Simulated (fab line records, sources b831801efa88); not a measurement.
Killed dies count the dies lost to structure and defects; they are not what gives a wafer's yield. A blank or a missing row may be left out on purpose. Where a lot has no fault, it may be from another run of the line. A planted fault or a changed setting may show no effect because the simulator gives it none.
Which of the tools did it? + flow gf180mcu + 12 lots, 36 wafers sampled, at 7 steps of a route of 602

WHAT EACH GAUGE READ, for each wafer
GF_HV_LDD_CD_MEAS_19: target cd 400 nm.
| lot  | measured     | on        | cd nm (nm)  |
|------|--------------|-----------|-------------|
| L170 | day 10 13:06 | cd sem-01 | 397 397 396 |
| L171 | day 10 21:56 | cd sem-01 | 403 402 404 |
| L172 | day 11 05:58 | cd sem-02 | 400 402 403 |
| L173 | day 11 13:04 | cd sem-01 | 403 406 406 |
| L181 | day 15 00:17 | cd sem-02 | - - -       |
| L186 | day 15 22:20 | cd sem-02 | 401 400 399 |
| L188 | day 16 12:26 | cd sem-02 | 399 402 401 |
| L187 | day 16 12:53 | cd sem-02 | 404 404 402 |
| L189 | day 16 18:22 | cd sem-01 | 408 406 405 |
| L190 | day 16 23:59 | cd sem-01 | 394 395 395 |
| L192 | day 17 16:01 | cd sem-02 | 398 398 399 |
| L193 | day 18 01:10 | cd sem-02 | 398 397 397 |

GF_HV_LDD_TW_MEAS_23.
| lot  | measured     | on            | HV_LDD_2_TW    |
|------|--------------|---------------|----------------|
| L170 | day 10 13:30 | film metro-03 | 1027 1023 1030 |
| L171 | day 10 22:20 | film metro-03 | 1024 1027 1026 |
| L172 | day 11 06:22 | film metro-01 | 1063 1050 1057 |
| L173 | day 11 13:28 | film metro-03 | 1037 1028 1028 |
| L181 | day 15 00:42 | film metro-03 | 30 29 30       |
| L186 | day 15 22:45 | film metro-01 | 1056 1051 1058 |
| L188 | day 16 12:51 | film metro-01 | 1058 1056 1058 |
| L187 | day 16 13:17 | film metro-04 | 1052 1048 1048 |
| L189 | day 16 18:47 | film metro-04 | 1052 1049 1047 |
| L190 | day 17 00:24 | film metro-03 | 1042 1042 1036 |
| L192 | day 17 16:26 | film metro-04 | 1047 1049 1046 |
| L193 | day 18 01:34 | film metro-01 | 1054 1059 1059 |

GF_HV_LDD_TW_MEAS_50.
| lot  | measured     | on            | HV_LDD_4_TW    |
|------|--------------|---------------|----------------|
| L170 | day 12 04:06 | film metro-01 | 569 564 570    |
| L171 | day 12 13:15 | film metro-04 | 569 570 572    |
| L172 | day 12 21:22 | film metro-04 | 565 568 571    |
| L173 | day 13 04:43 | film metro-03 | 554 555 554    |
| L181 | day 16 21:54 | film metro-01 | 1101 1105 1106 |
| L186 | day 17 21:26 | film metro-04 | 565 564 567    |
| L188 | day 18 10:33 | film metro-04 | 566 568 566    |
| L187 | day 18 10:51 | film metro-04 | 567 568 564    |
| L189 | day 18 18:15 | film metro-04 | 565 565 568    |
| L190 | day 18 22:54 | film metro-01 | 572 571 569    |
| L192 | day 19 16:18 | film metro-03 | 559 559 560    |
| L193 | day 20 01:16 | film metro-03 | 559 558 558    |

GF_M2_OVL_MEAS_15.
| lot  | measured     | on         | M2_OVL (nm) |
|------|--------------|------------|-------------|
| L170 | day 18 21:00 | overlay-01 | -2 3 3      |
| L171 | day 19 09:02 | overlay-01 | 7 0 3       |
| L172 | day 19 17:51 | overlay-01 | 4 2 5       |
| L173 | day 20 03:48 | overlay-02 | 5 -4 -7     |
| L186 | day 25 02:26 | overlay-01 | -1 0 7      |
| L188 | day 25 14:50 | overlay-01 | 4 13 2      |
| L187 | day 25 14:08 | overlay-02 | 3 2 10      |
| L189 | day 25 22:08 | overlay-01 | 5 10 6      |
| L190 | day 26 02:10 | overlay-01 | -2 -7 -1    |
| L192 | day 26 18:23 | overlay-01 | 3 2 -2      |
| L193 | day 27 02:27 | overlay-02 | -3 4 3      |

GF_V2_CD_MEAS_14: target cd 260 nm.
| lot  | measured     | on        | cd nm (nm)        |
|------|--------------|-----------|-------------------|
| L170 | day 19 20:55 | cd sem-01 | 257.7 258.1 257.9 |
| L171 | day 20 10:04 | cd sem-01 | 259.5 258.9 258.7 |
| L172 | day 20 19:37 | cd sem-01 | 258.2 259.3 258.0 |
| L173 | day 21 05:07 | cd sem-02 | 258.9 257.4 258.6 |
| L186 | day 26 00:16 | cd sem-01 | 258.6 258.6 258.9 |
| L188 | day 26 13:08 | cd sem-02 | 259.4 259.2 258.3 |
| L187 | day 26 11:50 | cd sem-01 | 260.5 260.5 259.5 |
| L189 | day 26 20:35 | cd sem-02 | 260.3 260.8 260.3 |
| L190 | day 26 23:59 | cd sem-01 | 258.7 257.0 259.0 |
| L192 | day 27 15:13 | cd sem-02 | 258.9 259.0 259.6 |
| L193 | day 27 23:40 | cd sem-01 | 258.3 258.6 258.7 |

EACH LOT AND THE TOOL THAT RAN IT (in order: tool; ch and the chambers of the sampled wafers; start)
| lot  | GF_HV_LDD_EXPOSE_16                 | GF_M2_STRIP_17                       |
|------|-------------------------------------|--------------------------------------|
| L170 | iline stepper-01 ch 0, day 10 04:19 | plasma asher-03 ch 0,1, day 18 21:17 |
| L171 | iline stepper-01 ch 0, day 10 12:49 | plasma asher-03 ch 0,1, day 19 09:13 |
| L172 | iline stepper-02 ch 0, day 10 20:55 | plasma asher-04 ch 0,1, day 19 18:01 |
| L173 | iline stepper-02 ch 0, day 11 04:07 | plasma asher-03 ch 0,1, day 20 03:58 |
| L181 | iline stepper-01 ch 0, day 14 13:28 | -                                    |
| L186 | iline stepper-02 ch 0, day 15 11:26 | plasma asher-03 ch 0,1, day 25 02:37 |
| L188 | iline stepper-01 ch 0, day 16 01:34 | plasma asher-03 ch 0,1, day 25 15:01 |
| L187 | iline stepper-02 ch 0, day 16 01:54 | plasma asher-03 ch 0,1, day 25 14:19 |
| L189 | iline stepper-01 ch 0, day 16 07:40 | plasma asher-03 ch 0,1, day 25 22:19 |
| L190 | iline stepper-01 ch 0, day 16 13:23 | plasma asher-01 ch 0,1, day 26 02:28 |
| L192 | iline stepper-02 ch 0, day 17 05:03 | plasma asher-03 ch 0,1, day 26 18:34 |
| L193 | iline stepper-02 ch 0, day 17 14:02 | plasma asher-04 ch 0,1, day 27 02:37 |
- GF_HV_LDD_EXPOSE_16: exposes mask Pplus LV AREA, target cd 400 nm.
- GF_M2_STRIP_17: strips in O2/N2.

AS READ BY THE TOOLS THEMSELVES (means over the sampled wafers that have a number; for cases with no such wafer, the mark the record gives instead)
GF_M2_STRIP_17.
| lot  | tool            | drypump motor current A (A) | heater power w (W) | oes product au (a.u.) | strip time to endpoint s (s) |
|------|-----------------|-----------------------------|--------------------|-----------------------|------------------------------|
| L170 | plasma asher-03 | 6.3                         | 354                | 0.536                 | 7.32                         |
| L171 | plasma asher-03 | 6.3                         | 358                | 0.536                 | 7.44                         |
| L172 | plasma asher-04 | 6.0                         | 287                | 0.541                 | 7.41                         |
| L173 | plasma asher-03 | 6.3                         | 361                | 0.535                 | 7.27                         |
| L186 | plasma asher-03 | 6.3                         | 352                | 0.536                 | 7.40                         |
| L188 | plasma asher-03 | 5.9                         | 326                | 0.542                 | 7.40                         |
| L187 | plasma asher-03 | 6.2                         | 358                | 0.540                 | 7.33                         |
| L189 | plasma asher-03 | 5.9                         | 329                | 0.533                 | 7.40                         |
| L190 | plasma asher-01 | 6.6                         | 338                | 0.533                 | 7.33                         |
| L192 | plasma asher-03 | 5.9                         | 329                | 0.532                 | 7.32                         |
| L193 | plasma asher-04 | 6.0                         | 293                | 0.529                 | 7.30                         |

THE ANSWER, worked out from the rows above alone
Rule: the lots themselves supply what counts as usual. Put in order of their means at a reading, lots are off if they are a third of the lots or fewer, leave a main group of 4 or more, and stand apart from it by a gap of 3 or more times the standard deviation of the main group's means; of several such gaps the widest counts. A main group whose means are all the same, to the digits that the tables above print for the reading, isn't used. A lot without any number at a reading at which 4 lots or more have one is off too. All remaining lots with rows at the step are treated as sound. Order of review: gauges by route order, followed by the tools' own readings, for which a lot's mean as printed above is used. The first step at which some lot is off is used, and at that step the reading that is off furthest; a lot without a number counts as furthest.
Off at GF_HV_LDD_CD_MEAS_19 (cd nm): L181. Without a number there: L181. The main group has a mean of 401 nm with a standard deviation of 3.5.
A tool fits if, at a process step before that reading, it ran every lot that is off, and no sound lot after the first of them. The gauges at GF_HV_LDD_CD_MEAS_19 aren't tried: what is off there is off at GF_HV_LDD_TW_MEAS_23 too, on other tools, and a gauge's error can't cause that. Of those tried, none fits.

WHAT WAS PUT IN BY THE SIMULATOR
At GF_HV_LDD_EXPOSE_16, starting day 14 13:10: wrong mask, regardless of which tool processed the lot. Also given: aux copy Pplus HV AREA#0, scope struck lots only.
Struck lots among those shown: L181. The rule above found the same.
